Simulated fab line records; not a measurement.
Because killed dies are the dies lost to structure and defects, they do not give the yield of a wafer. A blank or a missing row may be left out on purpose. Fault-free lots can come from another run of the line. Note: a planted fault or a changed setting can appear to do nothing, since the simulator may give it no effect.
Which tool did it? + flow sky130 + Sampling: 12 lots, 36 wafers, 2 of 708 route steps

WHAT THE GAUGES SHOWED, per wafer
SKY_VIA1_CD_MEAS_12: target cd 150 nm.
| lot  | measured     | on        | cd_nm (nm)        |
|------|--------------|-----------|-------------------|
| L076 | day 34 23:16 | cd_sem-02 | 150.9 149.7 150.6 |
| L077 | day 35 05:35 | cd_sem-02 | 147.9 148.3 149.6 |
| L079 | day 35 15:29 | cd_sem-02 | 149.8 151.0 150.2 |
| L080 | day 36 11:40 | cd_sem-02 | 150.6 150.3 152.0 |
| L083 | day 36 22:02 | cd_sem-01 | 146.9 147.3 146.5 |
| L085 | day 37 16:46 | cd_sem-01 | 147.1 148.1 147.3 |
| L087 | day 38 00:03 | cd_sem-02 | 148.3 147.7 147.6 |
| L089 | day 38 11:42 | cd_sem-02 | 149.6 150.4 149.3 |
| L091 | day 39 00:28 | cd_sem-01 | 152.8 152.8 153.0 |
| L093 | day 39 16:37 | cd_sem-01 | 149.9 150.4 150.4 |
| L095 | day 40 10:41 | cd_sem-02 | 149.3 149.4 149.5 |
| L097 | day 40 18:57 | cd_sem-02 | 148.7 149.1 148.7 |

WHICH TOOL RAN EACH LOT (tool, then ch and the chambers of the sampled wafers, then the start)
| lot  | SKY_METAL1_DESCUM_17              |
|------|-----------------------------------|
| L076 | rie_metal-04 ch 1, day 33 18:58   |
| L077 | rie_metal-03 ch 0,1, day 34 01:37 |
| L079 | rie_metal-03 ch 0,1, day 34 11:11 |
| L080 | rie_metal-04 ch 1, day 35 07:28   |
| L083 | rie_metal-04 ch 1, day 35 18:52   |
| L085 | rie_metal-01 ch 0,1, day 36 13:10 |
| L087 | rie_metal-01 ch 0,1, day 36 21:23 |
| L089 | rie_metal-03 ch 0,1, day 37 09:22 |
| L091 | rie_metal-03 ch 0,1, day 37 22:04 |
| L093 | rie_metal-04 ch 0,1, day 38 14:00 |
| L095 | rie_metal-04 ch 0,1, day 39 08:09 |
| L097 | rie_metal-01 ch 0, day 39 17:06   |
- SKY_METAL1_DESCUM_17: chemistry O2, time 8 s.

THE ANSWER, worked out from the rows above alone
Rule: usual is defined by the lots themselves. The widest of any qualifying gaps counts: lots, ordered by their means at a reading, are off when they make up no more than a third of the lots, leave a main group of 4 or more, and stand apart from it by 3 or more times the standard deviation of that group's means. A main group is skipped when, at the precision printed for the reading in the tables above, its means are all equal. A lot without any number at a reading at which 4 lots or more have one is off too. Where the step has rows for the other lots, those lots are counted as sound.
No lot is off at any reading shown: from this, nothing can be told.

WHAT WAS PUT IN BY THE SIMULATOR
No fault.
